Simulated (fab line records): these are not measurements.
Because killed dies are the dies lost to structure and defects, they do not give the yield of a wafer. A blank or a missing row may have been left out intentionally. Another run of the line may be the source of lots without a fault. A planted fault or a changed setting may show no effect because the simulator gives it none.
Which tool is to blame? :: flow sky130 :: 15 lots, 45 wafers sampled, at 6 steps of a route of 708

== WHAT EACH GAUGE READ, for each wafer ==
SKY_FIELD_ISO_THK_MEAS_23. Usual: FIELD_ISO_OXIDATION_01_THK gives 10.06 nm (standard deviation 0.18).
lot: L714
measured: day 2 18:40
on: film metro-01
FIELD_ISO_OXIDATION_01_THK (nm): 10.26 10.16 10.27
flag: 

lot: L715
measured: day 3 00:17
on: film metro-02
FIELD_ISO_OXIDATION_01_THK (nm): 10.21 10.15 10.18
flag: 

lot: L716
measured: day 3 00:18
on: film metro-01
FIELD_ISO_OXIDATION_01_THK (nm): 10.24 10.03 10.14
flag: 

lot: L719
measured: day 3 19:28
on: film metro-02
FIELD_ISO_OXIDATION_01_THK (nm): 10.41 10.32 10.32
flag: 

lot: L720
measured: day 3 22:08
on: film metro-04
FIELD_ISO_OXIDATION_01_THK (nm): 10.34 10.23 10.30
flag: 

lot: L724
measured: day 4 20:39
on: film metro-04
FIELD_ISO_OXIDATION_01_THK (nm): 9.87 9.84 9.96
flag: 

lot: L726
measured: day 5 02:29
on: film metro-04
FIELD_ISO_OXIDATION_01_THK (nm): 9.73 9.78 9.75
flag: 

lot: L727
measured: day 5 06:53
on: film metro-02
FIELD_ISO_OXIDATION_01_THK (nm): 9.99 9.92 9.93
flag: 

lot: L729
measured: day 5 18:12
on: film metro-01
FIELD_ISO_OXIDATION_01_THK (nm): - - -
flag: OFF

lot: L730
measured: day 6 00:05
on: film metro-01
FIELD_ISO_OXIDATION_01_THK (nm): - - -
flag: OFF

lot: L731
measured: day 6 03:39
on: film metro-04
FIELD_ISO_OXIDATION_01_THK (nm): - - -
flag: OFF

lot: L733
measured: day 6 15:28
on: film metro-02
FIELD_ISO_OXIDATION_01_THK (nm): 10.46 10.30 10.34
flag: 

lot: L734
measured: day 6 22:31
on: film metro-04
FIELD_ISO_OXIDATION_01_THK (nm): 9.89 9.88 9.79
flag: 

lot: L735
measured: day 7 03:52
on: film metro-01
FIELD_ISO_OXIDATION_01_THK (nm): 10.12 10.19 10.15
flag: 

lot: L736
measured: day 7 07:37
on: film metro-04
FIELD_ISO_OXIDATION_01_THK (nm): 10.17 10.02 9.91
flag: 

SKY_VT_ADJUST_LVTN_TW_MEAS_10. Usual: VT_ADJUST_LVTN_TW gives 240.1 (standard deviation 1.3).
lot: L714
measured: day 7 17:48
on: film metro-02
VT_ADJUST_LVTN_TW: 242.8 241.9 243.1
flag: 

lot: L715
measured: day 7 19:24
on: film metro-02
VT_ADJUST_LVTN_TW: 242.2 242.2 242.0
flag: 

lot: L716
measured: day 7 23:44
on: film metro-04
VT_ADJUST_LVTN_TW: 237.9 237.9 238.5
flag: 

lot: L719
measured: day 8 23:44
on: film metro-02
VT_ADJUST_LVTN_TW: 241.1 242.4 241.1
flag: 

lot: L720
measured: day 8 22:40
on: film metro-02
VT_ADJUST_LVTN_TW: 240.4 241.2 241.1
flag: 

lot: L724
measured: day 9 23:57
on: film metro-04
VT_ADJUST_LVTN_TW: 239.0 240.7 239.4
flag: 

lot: L726
measured: day 10 07:28
on: film metro-04
VT_ADJUST_LVTN_TW: 239.0 241.0 239.4
flag: 

lot: L727
measured: day 10 14:52
on: film metro-02
VT_ADJUST_LVTN_TW: 241.0 239.6 239.3
flag: 

lot: L733
measured: day 12 08:38
on: film metro-02
VT_ADJUST_LVTN_TW: 241.2 240.4 239.2
flag: 

lot: L734
measured: day 12 15:18
on: film metro-03
VT_ADJUST_LVTN_TW: 238.3 239.7 239.1
flag: 

lot: L735
measured: day 12 21:32
on: film metro-03
VT_ADJUST_LVTN_TW: 239.7 239.7 239.6
flag: 

lot: L736
measured: day 13 02:54
on: film metro-03
VT_ADJUST_LVTN_TW: 239.3 239.4 240.0
flag: 

== EACH LOT AND THE TOOL THAT RAN IT (in order: tool; ch and the chambers of the sampled wafers; start) ==
lot: L714
SKY_FIELD_ISO_CVD_03: lpcvd-02 ch 0, day 1 19:54
SKY_FIELD_ISO_ETCH_14: rie diel-04 ch 0,2, day 2 11:37
SKY_FIELD_ISO_ETCH_15: rie diel-04 ch 0,2, day 2 11:40
SKY_FIELD_ISO_ETCH_17: rie si-01 ch 0,2, day 2 11:49

lot: L715
SKY_FIELD_ISO_CVD_03: lpcvd-02 ch 1, day 2 04:42
SKY_FIELD_ISO_ETCH_14: rie diel-01 ch 0,1,2, day 2 20:19
SKY_FIELD_ISO_ETCH_15: rie diel-01 ch 0,1,2, day 2 20:22
SKY_FIELD_ISO_ETCH_17: rie si-02 ch 1,2,3, day 2 20:31

lot: L716
SKY_FIELD_ISO_CVD_03: lpcvd-02 ch 1, day 2 04:42
SKY_FIELD_ISO_ETCH_14: rie diel-03 ch 0,2, day 2 21:19
SKY_FIELD_ISO_ETCH_15: rie diel-03 ch 0,2, day 2 21:22
SKY_FIELD_ISO_ETCH_17: rie si-01 ch 1,2, day 2 21:31

lot: L719
SKY_FIELD_ISO_CVD_03: lpcvd-02 ch 0, day 2 22:23
SKY_FIELD_ISO_ETCH_14: rie diel-04 ch 2,3, day 3 15:36
SKY_FIELD_ISO_ETCH_15: rie diel-04 ch 2,3, day 3 15:38
SKY_FIELD_ISO_ETCH_17: rie si-01 ch 0,1,3, day 3 15:48

lot: L720
SKY_FIELD_ISO_CVD_03: lpcvd-02 ch 1, day 3 01:44
SKY_FIELD_ISO_ETCH_14: rie diel-03 ch 1,2,3, day 3 18:30
SKY_FIELD_ISO_ETCH_15: rie diel-03 ch 1,2,3, day 3 18:32
SKY_FIELD_ISO_ETCH_17: rie si-02 ch 1,2,3, day 3 18:42

lot: L724
SKY_FIELD_ISO_CVD_03: lpcvd-02 ch 1, day 3 22:46
SKY_FIELD_ISO_ETCH_14: rie diel-04 ch 1,2,3, day 4 17:56
SKY_FIELD_ISO_ETCH_15: rie diel-04 ch 1,2,3, day 4 17:58
SKY_FIELD_ISO_ETCH_17: rie si-01 ch 0,1,3, day 4 18:08

lot: L726
SKY_FIELD_ISO_CVD_03: lpcvd-02 ch 1, day 4 05:07
SKY_FIELD_ISO_ETCH_14: rie diel-01 ch 0,2, day 5 00:16
SKY_FIELD_ISO_ETCH_15: rie diel-01 ch 0,2, day 5 00:20
SKY_FIELD_ISO_ETCH_17: rie si-01 ch 1,2,3, day 5 00:30

lot: L727
SKY_FIELD_ISO_CVD_03: lpcvd-02 ch 0, day 4 09:41
SKY_FIELD_ISO_ETCH_14: rie diel-03 ch 1,2, day 5 05:10
SKY_FIELD_ISO_ETCH_15: rie diel-03 ch 1,2, day 5 05:13
SKY_FIELD_ISO_ETCH_17: rie si-02 ch 1,2,3, day 5 05:22

lot: L729
SKY_FIELD_ISO_CVD_03: lpcvd-02 ch 1, day 4 20:35
SKY_FIELD_ISO_ETCH_14: rie diel-04 ch 0,1,2, day 5 15:56
SKY_FIELD_ISO_ETCH_15: rie diel-04 ch 0,1,2, day 5 15:58
SKY_FIELD_ISO_ETCH_17: rie si-02 ch 0,1,3, day 5 16:08

lot: L730
SKY_FIELD_ISO_CVD_03: lpcvd-02 ch 0, day 5 02:05
SKY_FIELD_ISO_ETCH_14: rie diel-01 ch 1,2, day 5 22:22
SKY_FIELD_ISO_ETCH_15: rie diel-01 ch 1,2, day 5 22:25
SKY_FIELD_ISO_ETCH_17: rie si-02 ch 0,3, day 5 22:34

lot: L731
SKY_FIELD_ISO_CVD_03: lpcvd-02 ch 1, day 5 05:41
SKY_FIELD_ISO_ETCH_14: rie diel-03 ch 0,1,2, day 6 01:54
SKY_FIELD_ISO_ETCH_15: rie diel-03 ch 0,1,2, day 6 01:56
SKY_FIELD_ISO_ETCH_17: rie si-01 ch 0,3, day 6 02:06

lot: L733
SKY_FIELD_ISO_CVD_03: lpcvd-02 ch 1, day 5 15:41
SKY_FIELD_ISO_ETCH_14: rie diel-03 ch 0,1,2, day 6 12:20
SKY_FIELD_ISO_ETCH_15: rie diel-03 ch 0,1,2, day 6 12:22
SKY_FIELD_ISO_ETCH_17: rie si-01 ch 1,2,3, day 6 12:32

lot: L734
SKY_FIELD_ISO_CVD_03: lpcvd-02 ch 1, day 5 21:17
SKY_FIELD_ISO_ETCH_14: rie diel-01 ch 0,1, day 6 18:51
SKY_FIELD_ISO_ETCH_15: rie diel-01 ch 0,1, day 6 18:53
SKY_FIELD_ISO_ETCH_17: rie si-02 ch 2,3, day 6 19:03

lot: L735
SKY_FIELD_ISO_CVD_03: lpcvd-02 ch 1, day 6 03:35
SKY_FIELD_ISO_ETCH_14: rie diel-04 ch 1,2, day 7 00:44
SKY_FIELD_ISO_ETCH_15: rie diel-04 ch 1,2, day 7 00:47
SKY_FIELD_ISO_ETCH_17: rie si-02 ch 0,2,3, day 7 00:56

lot: L736
SKY_FIELD_ISO_CVD_03: lpcvd-02 ch 0, day 6 08:31
SKY_FIELD_ISO_ETCH_14: rie diel-03 ch 0,1, day 7 05:39
SKY_FIELD_ISO_ETCH_15: rie diel-03 ch 0,1, day 7 05:41
SKY_FIELD_ISO_ETCH_17: rie si-02 ch 0,1,3, day 7 05:51
- SKY_FIELD_ISO_CVD_03: deposits Si3N4 from DCS/NH3, target thk 165 nm, time 2830 s.
- SKY_FIELD_ISO_ETCH_14: etches BARC in N2/H2, stops on SiO2, time 45.9 s, target depth 60 nm.
- SKY_FIELD_ISO_ETCH_15: etches the open film in CHF3/O2, stops on Si, target depth 180 nm, time 72 s.
- SKY_FIELD_ISO_ETCH_17: etches Si in HBr/Cl2/O2, target depth 342 nm, time 97.7 s.

== WHAT THE TOOLS THEMSELVES READ (means of the sampled wafers that have a number; where no wafer has one, the mark that the record gives instead) ==
SKY_FIELD_ISO_CVD_03. Usual: pressure mtorr 250.0 mTorr, standard deviation 0.51; spike tc bottom C 794.3 C, standard deviation 1.5; spike tc centre C 770.6 C, standard deviation 1.4.
lot: L714
tool: lpcvd-02
pressure mtorr (mTorr): 250.6
spike tc bottom C (C): 793.7
spike tc centre C (C): 770.2
flag: 

lot: L715
tool: lpcvd-02
pressure mtorr (mTorr): 249.8
spike tc bottom C (C): 794.4
spike tc centre C (C): 771.2
flag: 

lot: L716
tool: lpcvd-02
pressure mtorr (mTorr): 250.2
spike tc bottom C (C): 795.7
spike tc centre C (C): 771.3
flag: 

lot: L719
tool: lpcvd-02
pressure mtorr (mTorr): 249.6
spike tc bottom C (C): 793.8
spike tc centre C (C): 769.1
flag: 

lot: L720
tool: lpcvd-02
pressure mtorr (mTorr): 249.9
spike tc bottom C (C): 794.4
spike tc centre C (C): 770.8
flag: 

lot: L724
tool: lpcvd-02
pressure mtorr (mTorr): 249.9
spike tc bottom C (C): 794.9
spike tc centre C (C): 771.1
flag: 

lot: L726
tool: lpcvd-02
pressure mtorr (mTorr): 250.3
spike tc bottom C (C): 795.0
spike tc centre C (C): 771.0
flag: 

lot: L727
tool: lpcvd-02
pressure mtorr (mTorr): 250.3
spike tc bottom C (C): 792.7
spike tc centre C (C): 770.7
flag: 

lot: L729
tool: lpcvd-02
pressure mtorr (mTorr): -
spike tc bottom C (C): -
spike tc centre C (C): -
flag: OFF

lot: L730
tool: lpcvd-02
pressure mtorr (mTorr): -
spike tc bottom C (C): -
spike tc centre C (C): -
flag: OFF

lot: L731
tool: lpcvd-02
pressure mtorr (mTorr): -
spike tc bottom C (C): -
spike tc centre C (C): -
flag: OFF

lot: L733
tool: lpcvd-02
pressure mtorr (mTorr): 249.9
spike tc bottom C (C): 794.5
spike tc centre C (C): 771.8
flag: 

lot: L734
tool: lpcvd-02
pressure mtorr (mTorr): 249.8
spike tc bottom C (C): 795.4
spike tc centre C (C): 771.8
flag: 

lot: L735
tool: lpcvd-02
pressure mtorr (mTorr): 250.1
spike tc bottom C (C): 795.3
spike tc centre C (C): 770.7
flag: 

lot: L736
tool: lpcvd-02
pressure mtorr (mTorr): 250.2
spike tc bottom C (C): 793.9
spike tc centre C (C): 769.5
flag: 

SKY_FIELD_ISO_ETCH_14. Usual: drypump motor current A 5.5 A, standard deviation 0.45; n2 flow sccm 100.04 sccm, standard deviation 0.28; oes product au 0.854 a.u., standard deviation 0.0048; throttle valve pct 13.225 %, standard deviation 0.0092.
lot: L714
tool: rie diel-04
drypump motor current A (A): 6.1
n2 flow sccm (sccm): 99.92
oes product au (a.u.): 0.856
throttle valve pct (%): 13.219
flag: 

lot: L715
tool: rie diel-01
drypump motor current A (A): 5.4
n2 flow sccm (sccm): 100.16
oes product au (a.u.): 0.860
throttle valve pct (%): 13.228
flag: 

lot: L716
tool: rie diel-03
drypump motor current A (A): 5.8
n2 flow sccm (sccm): 100.15
oes product au (a.u.): 0.851
throttle valve pct (%): 13.218
flag: 

lot: L719
tool: rie diel-04
drypump motor current A (A): 5.3
n2 flow sccm (sccm): 100.09
oes product au (a.u.): 0.852
throttle valve pct (%): 13.228
flag: 

lot: L720
tool: rie diel-03
drypump motor current A (A): 5.4
n2 flow sccm (sccm): 100.12
oes product au (a.u.): 0.856
throttle valve pct (%): 13.220
flag: 

lot: L724
tool: rie diel-04
drypump motor current A (A): 5.5
n2 flow sccm (sccm): 100.11
oes product au (a.u.): 0.857
throttle valve pct (%): 13.226
flag: 

lot: L726
tool: rie diel-01
drypump motor current A (A): 5.3
n2 flow sccm (sccm): 100.16
oes product au (a.u.): 0.853
throttle valve pct (%): 13.227
flag: 

lot: L727
tool: rie diel-03
drypump motor current A (A): 5.6
n2 flow sccm (sccm): 100.19
oes product au (a.u.): 0.847
throttle valve pct (%): 13.215
flag: 

lot: L729
tool: rie diel-04
drypump motor current A (A): 5.8
n2 flow sccm (sccm): 100.12
oes product au (a.u.): 0.856
throttle valve pct (%): 13.222
flag: 

lot: L730
tool: rie diel-01
drypump motor current A (A): 5.7
n2 flow sccm (sccm): 99.72
oes product au (a.u.): 0.849
throttle valve pct (%): 13.225
flag: 

lot: L731
tool: rie diel-03
drypump motor current A (A): 5.6
n2 flow sccm (sccm): 100.16
oes product au (a.u.): 0.853
throttle valve pct (%): 13.225
flag: 

lot: L733
tool: rie diel-03
drypump motor current A (A): 5.5
n2 flow sccm (sccm): 99.90
oes product au (a.u.): 0.854
throttle valve pct (%): 13.227
flag: 

lot: L734
tool: rie diel-01
drypump motor current A (A): 5.3
n2 flow sccm (sccm): 99.87
oes product au (a.u.): 0.853
throttle valve pct (%): 13.226
flag: 

lot: L735
tool: rie diel-04
drypump motor current A (A): 6.0
n2 flow sccm (sccm): 99.87
oes product au (a.u.): 0.859
throttle valve pct (%): 13.218
flag: 

lot: L736
tool: rie diel-03
drypump motor current A (A): 5.2
n2 flow sccm (sccm): 100.38
oes product au (a.u.): 0.853
throttle valve pct (%): 13.223
flag: 

SKY_FIELD_ISO_ETCH_15. Usual: drypump motor current A 5.5 A, standard deviation 0.45; oes product au 0.948 a.u., standard deviation 0.0067; throttle valve pct 8.845 %, standard deviation 0.0088.
lot: L714
tool: rie diel-04
drypump motor current A (A): 6.1
oes product au (a.u.): 0.944
throttle valve pct (%): 8.846
flag: 

lot: L715
tool: rie diel-01
drypump motor current A (A): 5.4
oes product au (a.u.): 0.942
throttle valve pct (%): 8.841
flag: 

lot: L716
tool: rie diel-03
drypump motor current A (A): 5.8
oes product au (a.u.): 0.954
throttle valve pct (%): 8.851
flag: 

lot: L719
tool: rie diel-04
drypump motor current A (A): 5.3
oes product au (a.u.): 0.958
throttle valve pct (%): 8.846
flag: 

lot: L720
tool: rie diel-03
drypump motor current A (A): 5.4
oes product au (a.u.): 0.951
throttle valve pct (%): 8.847
flag: 

lot: L724
tool: rie diel-04
drypump motor current A (A): 5.5
oes product au (a.u.): 0.938
throttle valve pct (%): 8.845
flag: 

lot: L726
tool: rie diel-01
drypump motor current A (A): 5.3
oes product au (a.u.): 0.942
throttle valve pct (%): 8.842
flag: 

lot: L727
tool: rie diel-03
drypump motor current A (A): 5.5
oes product au (a.u.): 0.952
throttle valve pct (%): 8.844
flag: 

lot: L729
tool: rie diel-04
drypump motor current A (A): 5.8
oes product au (a.u.): 0.985
throttle valve pct (%): 8.863
flag: OFF

lot: L730
tool: rie diel-01
drypump motor current A (A): 5.7
oes product au (a.u.): 0.991
throttle valve pct (%): 8.858
flag: OFF

lot: L731
tool: rie diel-03
drypump motor current A (A): 5.5
oes product au (a.u.): 0.983
throttle valve pct (%): 8.842
flag: OFF

lot: L733
tool: rie diel-03
drypump motor current A (A): 5.5
oes product au (a.u.): 0.960
throttle valve pct (%): 8.848
flag: 

lot: L734
tool: rie diel-01
drypump motor current A (A): 5.3
oes product au (a.u.): 0.951
throttle valve pct (%): 8.849
flag: 

lot: L735
tool: rie diel-04
drypump motor current A (A): 6.0
oes product au (a.u.): 0.953
throttle valve pct (%): 8.843
flag: 

lot: L736
tool: rie diel-03
drypump motor current A (A): 5.2
oes product au (a.u.): 0.946
throttle valve pct (%): 8.845
flag: 

SKY_FIELD_ISO_ETCH_17. Usual: drypump motor current A 5.5 A, standard deviation 0.39; oes product au 1.003 a.u., standard deviation 0.0095; throttle valve pct 25.654 %, standard deviation 0.011.
lot: L714
tool: rie si-01
drypump motor current A (A): 5.9
oes product au (a.u.): 1.001
throttle valve pct (%): 25.657
flag: 

lot: L715
tool: rie si-02
drypump motor current A (A): 5.2
oes product au (a.u.): 0.992
throttle valve pct (%): 25.664
flag: 

lot: L716
tool: rie si-01
drypump motor current A (A): 5.7
oes product au (a.u.): 1.007
throttle valve pct (%): 25.647
flag: 

lot: L719
tool: rie si-01
drypump motor current A (A): 5.6
oes product au (a.u.): 1.015
throttle valve pct (%): 25.659
flag: 

lot: L720
tool: rie si-02
drypump motor current A (A): 5.2
oes product au (a.u.): 1.009
throttle valve pct (%): 25.653
flag: 

lot: L724
tool: rie si-01
drypump motor current A (A): 5.6
oes product au (a.u.): 1.006
throttle valve pct (%): 25.664
flag: 

lot: L726
tool: rie si-01
drypump motor current A (A): 5.9
oes product au (a.u.): 1.000
throttle valve pct (%): 25.662
flag: 

lot: L727
tool: rie si-02
drypump motor current A (A): 5.2
oes product au (a.u.): 0.995
throttle valve pct (%): 25.654
flag: 

lot: L729
tool: rie si-02
drypump motor current A (A): 5.4
oes product au (a.u.): 1.001
throttle valve pct (%): 25.656
flag: 

lot: L730
tool: rie si-02
drypump motor current A (A): 5.4
oes product au (a.u.): 1.004
throttle valve pct (%): 25.649
flag: 

lot: L731
tool: rie si-01
drypump motor current A (A): 5.6
oes product au (a.u.): 1.008
throttle valve pct (%): 25.654
flag: 

lot: L733
tool: rie si-01
drypump motor current A (A): 5.9
oes product au (a.u.): 1.011
throttle valve pct (%): 25.656
flag: 

lot: L734
tool: rie si-02
drypump motor current A (A): 5.2
oes product au (a.u.): 0.999
throttle valve pct (%): 25.663
flag: 

lot: L735
tool: rie si-02
drypump motor current A (A): 5.2
oes product au (a.u.): 1.006
throttle valve pct (%): 25.656
flag: 

lot: L736
tool: rie si-02
drypump motor current A (A): 5.3
oes product au (a.u.): 1.001
throttle valve pct (%): 25.654
flag: 

== THE ANSWER, worked out from the rows above alone ==
Rule: lot off if the mean of its wafers having a number is beyond 3 standard deviations from the usual mean. Also off: a lot with no number at a reading for which 4 or more lots have one. All remaining lots with rows at the step are treated as sound. Order of review: gauges by route order, followed by the tools' own readings, for which a lot's mean as printed above is used. At the first step where some lot is off, the reading lying furthest off is the one used; lots without a number count as furthest.
Off: L729, L730, L731, seen at SKY_FIELD_ISO_THK_MEAS_23 (FIELD_ISO_OXIDATION_01_THK). Without a number there: L729, L730, L731.
If a tool, at a process step before that reading, ran all the lots that are off and no sound lot after the first of them, it fits. Not tried: the gauges at SKY_FIELD_ISO_THK_MEAS_23; whatever is off there is also off at SKY_FIELD_ISO_CVD_03, on other tools, and gauge error can't account for it. None of those tried fits.

== WHAT HAD BEEN PUT IN BY THE SIMULATOR ==
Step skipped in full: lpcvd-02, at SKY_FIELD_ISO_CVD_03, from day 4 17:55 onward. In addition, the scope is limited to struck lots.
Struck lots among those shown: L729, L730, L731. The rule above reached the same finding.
